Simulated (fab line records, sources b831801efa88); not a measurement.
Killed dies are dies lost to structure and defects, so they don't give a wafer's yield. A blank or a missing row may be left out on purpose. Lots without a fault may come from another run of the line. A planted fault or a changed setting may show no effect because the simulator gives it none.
Which tool did it? | flow sky130 | 24 lots, 72 wafers sampled, at 6 steps of a route of 708

WHAT THE GAUGES READ, wafer by wafer
SKY_NWELL_RS_MEAS_31: measures by four-point-probe. Usual: PWDE_RS 5278 ohm/sq, standard deviation 20.
lot  | measured     | on            | PWDE_RS (ohm/sq) | flag
L074 | day 5 05:19  | film_metro-01 | 5297 5289 5282   |
L075 | day 5 17:29  | film_metro-01 | 5277 5259 5274   |
L076 | day 5 22:31  | film_metro-03 | 5282 5274 5266   |
L077 | day 6 05:10  | film_metro-01 | 5259 5287 5273   |
L078 | day 6 12:18  | film_metro-02 | 5267 5284 5274   |
L079 | day 6 16:10  | film_metro-03 | 5281 5268 5290   |
L080 | day 6 23:37  | film_metro-01 | 5287 5294 5278   |
L081 | day 7 00:18  | film_metro-03 | 5296 5287 5287   |
L082 | day 7 08:04  | film_metro-03 | 5290 5287 5300   |
L083 | day 7 15:50  | film_metro-02 | 5250 5272 5265   |
L084 | day 8 03:30  | film_metro-03 | 5326 5323 5306   |
L085 | day 8 09:20  | film_metro-02 | 5296 5297 5286   |
L086 | day 8 15:37  | film_metro-01 | 5280 5282 5283   |
L087 | day 8 21:19  | film_metro-01 | 5229 5223 5214   |
L088 | day 9 00:07  | film_metro-03 | 5286 5254 5268   |
L089 | day 9 07:53  | film_metro-01 | 5256 5259 5246   |
L090 | day 9 14:31  | film_metro-03 | 5257 5272 5268   |
L091 | day 9 18:02  | film_metro-02 | 5301 5315 5322   |
L092 | day 10 00:46 | film_metro-03 | 5269 5287 5285   |
L093 | day 10 03:52 | film_metro-01 | 5275 5274 5276   |
L094 | day 10 08:07 | film_metro-03 | 5283 5280 5279   |
L095 | day 10 13:53 | film_metro-01 | 5275 5261 5268   |
L096 | day 10 21:35 | film_metro-02 | 5304 5305 5291   |
L097 | day 11 02:58 | film_metro-01 | 5283 5286 5290   |

SKY_CONTACT_OVL_MEAS_15. Usual: CONTACT_OVL 2 nm, standard deviation 6.3.
lot  | measured     | on         | CONTACT_OVL (nm) | flag
L074 | day 31 05:04 | overlay-02 | -9 6 -1          |
L075 | day 31 22:38 | overlay-02 | 4 6 3            |
L076 | day 32 09:01 | overlay-02 | 2 5 -5           |
L077 | day 32 16:35 | overlay-02 | 6 5 7            |
L078 | day 32 23:56 | overlay-01 | 4 -2 -3          |
L079 | day 33 10:19 | overlay-01 | 18 14 5          |
L080 | day 33 17:36 | overlay-01 | 7 -4 -4          |
L081 | day 34 09:28 | overlay-02 | 6 12 -4          |
L082 | day 34 08:49 | overlay-01 | -6 3 -1          |
L083 | day 34 13:53 | overlay-01 | -4 1 -3          |
L084 | day 35 07:44 | overlay-02 | 10 2 5           |
L085 | day 35 09:59 | overlay-01 | 2 -1 0           |
L086 | day 35 18:01 | overlay-01 | -4 7 -5          |
L087 | day 36 03:10 | overlay-02 | 0 3 0            |
L088 | day 36 08:26 | overlay-01 | 0 4 4            |
L089 | day 36 19:26 | overlay-02 | -4 -3 1          |
L090 | day 37 03:10 | overlay-01 | 3 3 2            |
L091 | day 37 04:37 | overlay-02 | -2 4 -6          |
L092 | day 37 13:13 | overlay-02 | 10 4 3           |
L093 | day 37 17:28 | overlay-01 | -7 12 8          |
L094 | day 37 22:02 | overlay-02 | -4 -10 -14       |
L095 | day 38 02:50 | overlay-02 | 3 -3 -3          |
L096 | day 38 12:09 | overlay-02 | 11 12 7          |
L097 | day 38 19:04 | overlay-01 | 5 0 9            |

SKY_METAL1_OVL_MEAS_16. Usual: METAL1_OVL 1 nm, standard deviation 4.5.
lot  | measured     | on         | METAL1_OVL (nm) | flag
L074 | day 32 10:29 | overlay-01 | 5 3 7           |
L075 | day 33 03:36 | overlay-02 | 1 8 -3          |
L076 | day 33 13:55 | overlay-02 | 1 4 -4          |
L077 | day 33 20:58 | overlay-01 | -1 9 5          |
L078 | day 34 04:00 | overlay-01 | -8 2 5          |
L079 | day 34 14:26 | overlay-01 | 0 0 6           |
L080 | day 34 21:52 | overlay-01 | -1 -6 1         |
L081 | day 35 13:26 | overlay-01 | 2 3 -8          |
L082 | day 35 13:11 | overlay-02 | 6 5 6           |
L083 | day 35 17:52 | overlay-02 | 7 -5 -1         |
L084 | day 36 11:56 | overlay-01 | 4 7 4           |
L085 | day 36 14:01 | overlay-01 | 0 4 3           |
L086 | day 36 22:20 | overlay-01 | 11 5 5          |
L087 | day 37 06:31 | overlay-02 | 5 9 4           |
L088 | day 37 12:04 | overlay-02 | -7 -1 -5        |
L089 | day 37 22:56 | overlay-02 | 5 3 0           |
L090 | day 38 06:19 | overlay-01 | 1 0 0           |
L091 | day 38 07:47 | overlay-01 | 11 -2 2         |
L092 | day 38 16:34 | overlay-01 | 0 4 -1          |
L093 | day 38 20:34 | overlay-02 | 0 -4 -2         |
L094 | day 39 01:10 | overlay-01 | -1 5 6          |
L095 | day 39 06:16 | overlay-01 | -3 1 -3         |
L096 | day 39 14:41 | overlay-01 | 3 2 -2          |
L097 | day 39 21:22 | overlay-01 | 2 -2 -3         |

SKY_METAL3_OVL_MEAS_14. Usual: METAL3_OVL 1 nm, standard deviation 5.2.
lot  | measured     | on         | METAL3_OVL (nm) | flag
L074 | day 38 04:55 | overlay-01 | 7 4 3           |
L075 | day 38 20:56 | overlay-02 | -5 6 -3         |
L076 | day 39 07:17 | overlay-01 | -2 4 2          |
L077 | day 39 14:19 | overlay-02 | 2 5 13          |
L078 | day 39 21:02 | overlay-01 | 0 -2 -7         |
L079 | day 40 05:44 | overlay-02 | -3 3 5          |
L080 | day 40 12:35 | overlay-02 | 11 17 11        |
L081 | day 41 01:44 | overlay-02 | -9 -3 -7        |
L082 | day 41 01:22 | overlay-01 | 2 4 -1          |
L083 | day 41 06:48 | overlay-02 | -1 5 4          |
L084 | day 41 22:41 | overlay-02 | 5 3 7           |
L085 | day 42 00:25 | overlay-02 | 9 8 -2          |
L086 | day 42 09:28 | overlay-01 | 0 -3 1          |
L087 | day 42 16:20 | overlay-02 | 4 5 -5          |
L088 | day 42 19:04 | overlay-02 | -1 -3 1         |
L089 | day 43 07:00 | overlay-02 | -1 1 3          |
L090 | day 43 12:32 | overlay-01 | -3 12 5         |
L091 | day 43 14:12 | overlay-01 | -3 -6 -10       |
L092 | day 43 20:52 | overlay-02 | 0 2 8           |
L093 | day 44 02:25 | overlay-01 | 9 9 11          |
L094 | day 44 05:47 | overlay-02 | 2 1 2           |
L095 | day 44 10:50 | overlay-02 | -13 -6 -8       |
L096 | day 44 17:44 | overlay-01 | 3 -5 -1         |
L097 | day 45 00:35 | overlay-02 | -2 -1 -1        |

WHICH TOOL RAN EACH LOT (tool, then ch and the chambers of the sampled wafers, then the start)
lot  | SKY_METAL1_SPUTTER_04        | SKY_VIA2_CMP_24
L074 | pvd_sputter-03, day 31 06:35 | cmp-02 ch 1,2,3, day 36 00:03
L075 | pvd_sputter-04, day 32 00:07 | cmp-02 ch 0,1,2, day 36 16:22
L076 | pvd_sputter-02, day 32 10:31 | cmp-01 ch 0,1, day 37 02:35
L077 | pvd_sputter-03, day 32 18:05 | cmp-02 ch 1,2,3, day 37 10:31
L078 | pvd_sputter-04, day 33 01:33 | cmp-01 ch 0,1,3, day 37 17:28
L079 | pvd_sputter-02, day 33 11:49 | cmp-01 ch 0,1,2, day 38 02:59
L080 | pvd_sputter-04, day 33 19:09 | cmp-01 ch 1,2,3, day 38 10:28
L081 | pvd_sputter-02, day 34 10:56 | cmp-02 ch 2,3, day 39 00:02
L082 | pvd_sputter-03, day 34 10:19 | cmp-01 ch 1,2,3, day 38 23:30
L083 | pvd_sputter-03, day 34 15:22 | cmp-02 ch 2,3, day 39 04:55
L084 | pvd_sputter-02, day 35 09:23 | cmp-01 ch 0,2, day 39 21:48
L085 | pvd_sputter-02, day 35 11:37 | cmp-02 ch 1,2,3, day 39 23:13
L086 | pvd_sputter-02, day 35 19:29 | cmp-02 ch 0,3, day 40 07:51
L087 | pvd_sputter-03, day 36 04:40 | cmp-02 ch 1,3, day 40 15:51
L088 | pvd_sputter-04, day 36 09:56 | cmp-02 ch 0,1,3, day 40 19:21
L089 | pvd_sputter-04, day 36 20:58 | cmp-01 ch 0,2,3, day 41 07:23
L090 | pvd_sputter-02, day 37 04:42 | cmp-01 ch 1,2,3, day 41 13:14
L091 | pvd_sputter-04, day 37 06:07 | cmp-01 ch 1,2,3, day 41 14:18
L092 | pvd_sputter-02, day 37 14:46 | cmp-02 ch 0,1,3, day 41 22:25
L093 | pvd_sputter-04, day 37 19:00 | cmp-02 ch 0,1,3, day 42 03:14
L094 | pvd_sputter-03, day 37 23:32 | cmp-02 ch 0,2,3, day 42 07:56
L095 | pvd_sputter-02, day 38 04:22 | cmp-02 ch 0,1,3, day 42 12:52
L096 | pvd_sputter-02, day 38 13:38 | cmp-01 ch 1,3, day 42 19:53
L097 | pvd_sputter-03, day 38 20:34 | cmp-02 ch 0,1,3, day 43 02:33
- SKY_METAL1_SPUTTER_04: material TiN, target thk 70 nm, time 58.3 s.
- SKY_VIA2_CMP_24: polishes, stops on SiO2, t overpolish 20 s, target thk 0 nm.

WHAT THE TOOLS THEMSELVES READ (means of the sampled wafers that have a number; where no wafer has one, the mark that the record gives instead)
SKY_METAL1_SPUTTER_04. Usual: cathode_dc_power_W 6500.1 W, standard deviation 1.1; throttle_valve_pct 29.4 %, standard deviation 0.9.
lot  | tool           | cathode_dc_power_W (W) | throttle_valve_pct (%) | flag
L074 | pvd_sputter-03 | 6499.8                 | 29.9                   |
L075 | pvd_sputter-04 | 6501.9                 | 29.2                   |
L076 | pvd_sputter-02 | 6501.0                 | 28.9                   |
L077 | pvd_sputter-03 | 6499.6                 | 29.6                   |
L078 | pvd_sputter-04 | 6499.8                 | 29.6                   |
L079 | pvd_sputter-02 | 6500.4                 | 28.9                   |
L080 | pvd_sputter-04 | 6500.4                 | 29.4                   |
L081 | pvd_sputter-02 | 6499.0                 | 28.6                   |
L082 | pvd_sputter-03 | 6500.8                 | 29.8                   |
L083 | pvd_sputter-03 | 6500.0                 | 30.5                   |
L084 | pvd_sputter-02 | 6498.8                 | 29.4                   |
L085 | pvd_sputter-02 | 6500.3                 | 28.6                   |
L086 | pvd_sputter-02 | 6499.3                 | 29.5                   |
L087 | pvd_sputter-03 | 6500.3                 | 30.3                   |
L088 | pvd_sputter-04 | 6500.5                 | 29.7                   |
L089 | pvd_sputter-04 | 6500.3                 | 29.6                   |
L090 | pvd_sputter-02 | 6499.5                 | 29.5                   |
L091 | pvd_sputter-04 | 6500.7                 | 29.6                   |
L092 | pvd_sputter-02 | 6500.2                 | 29.5                   |
L093 | pvd_sputter-04 | 6500.3                 | 29.4                   |
L094 | pvd_sputter-03 | 6499.8                 | 29.5                   |
L095 | pvd_sputter-02 | 6500.2                 | 29.6                   |
L096 | pvd_sputter-02 | 6499.7                 | 28.9                   |
L097 | pvd_sputter-03 | 6500.1                 | 30.8                   |

SKY_VIA2_CMP_24. Usual: motor_current_A 11.1 A, standard deviation 0.7; overpolish_run_s 20.000 s, standard deviation 0.008; time_to_endpoint_s 101 s, standard deviation 3.3.
lot  | tool   | motor_current_A (A) | overpolish_run_s (s) | time_to_endpoint_s (s) | flag
L074 | cmp-02 | 11.0                | 20.008               | 97                     |
L075 | cmp-02 | 11.5                | 20.009               | 100                    |
L076 | cmp-01 | 11.6                | 19.999               | 101                    |
L077 | cmp-02 | 11.1                | 19.995               | 96                     |
L078 | cmp-01 | 11.0                | 19.996               | 100                    |
L079 | cmp-01 | 10.8                | 19.999               | 99                     |
L080 | cmp-01 | 10.9                | 19.999               | 103                    |
L081 | cmp-02 | 10.7                | 20.001               | 101                    |
L082 | cmp-01 | 10.7                | 20.009               | 99                     |
L083 | cmp-02 | 10.7                | 19.997               | 103                    |
L084 | cmp-01 | 10.1                | 19.994               | 102                    |
L085 | cmp-02 | 10.9                | 19.995               | 104                    |
L086 | cmp-02 | 11.3                | 20.003               | 102                    |
L087 | cmp-02 | 11.4                | 19.998               | 100                    |
L088 | cmp-02 | 11.5                | 19.996               | 103                    |
L089 | cmp-01 | 10.7                | 20.002               | 97                     |
L090 | cmp-01 | 10.9                | 20.002               | 101                    |
L091 | cmp-01 | 10.4                | 20.012               | 99                     |
L092 | cmp-02 | 11.3                | 19.994               | 104                    |
L093 | cmp-02 | 11.1                | 20.003               | 99                     |
L094 | cmp-02 | 10.8                | 20.007               | 103                    |
L095 | cmp-02 | 11.3                | 20.000               | 103                    |
L096 | cmp-01 | 11.0                | 20.004               | 104                    |
L097 | cmp-02 | 11.4                | 19.995               | 102                    |

THE ANSWER, worked out from the rows above alone
Rule: a lot is off if the mean of its wafers that have a number lies more than 3 standard deviations from the usual mean. A lot without any number at a reading at which 4 lots or more have one is off too. The other lots that the step has rows for count as sound. The gauges are gone through in route order, then the tools' own readings, and for those a lot's mean is taken as printed above. The first step at which some lot is off is used, and at that step the reading that is off furthest; a lot without a number counts as furthest.
No lot is off at any reading shown: from this, nothing can be told.

WHAT THE SIMULATOR HAD PUT IN
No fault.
